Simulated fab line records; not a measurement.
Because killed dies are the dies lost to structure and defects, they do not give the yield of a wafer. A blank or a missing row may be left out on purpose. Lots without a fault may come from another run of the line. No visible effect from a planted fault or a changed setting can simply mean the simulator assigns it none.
The tool behind it: which one?    flow sky130    33 wafers sampled from 11 lots at 1 step of a route of 708

## WHAT EACH GAUGE READ, for each wafer
SKY_CONTACT_CD_MEAS_14 targets a cd of 170 nm.
lot   measured      on        cdNm (nm)
L550  day 32 13:47  cdSem-01  169.0 169.9 169.4
L551  day 32 20:16  cdSem-01  170.3 170.3 171.5
L552  day 33 05:40  cdSem-01  167.1 167.3 166.7
L553  day 33 10:07  cdSem-02  170.5 170.0 171.3
L556  day 34 19:20  cdSem-01  170.9 171.9 169.5
L558  day 35 06:30  cdSem-02  168.9 170.3 168.4
L566  day 37 04:51  cdSem-01  169.3 169.5 170.2
L567  day 37 15:31  cdSem-02  170.1 169.3 170.4
L568  day 38 03:14  cdSem-01  169.1 166.6 167.9
L569  day 38 15:23  cdSem-02  172.3 170.9 171.3
L570  day 38 15:56  cdSem-02  169.2 168.7 169.8

## EACH LOT AND THE TOOL THAT RAN IT (in order: tool; ch and the chambers of the sampled wafers; start)
Record: no process step prior to these readings.

## THE ANSWER, worked out from the rows above alone
Rule: the lots themselves supply what counts as usual. Put in order of their means at a reading, lots are off if they are a third of the lots or fewer, leave a main group of 4 or more, and stand apart from it by a gap of 3 or more times the standard deviation of the main group's means; of several such gaps the widest counts. A main group whose means are all the same, to the digits that the tables above print for the reading, isn't used. Also off: a lot with no number at a reading for which 4 or more lots have one. All remaining lots with rows at the step are treated as sound.
Nothing can be told from this: no lot is off at any reading shown.

## WHAT WAS PUT IN BY THE SIMULATOR
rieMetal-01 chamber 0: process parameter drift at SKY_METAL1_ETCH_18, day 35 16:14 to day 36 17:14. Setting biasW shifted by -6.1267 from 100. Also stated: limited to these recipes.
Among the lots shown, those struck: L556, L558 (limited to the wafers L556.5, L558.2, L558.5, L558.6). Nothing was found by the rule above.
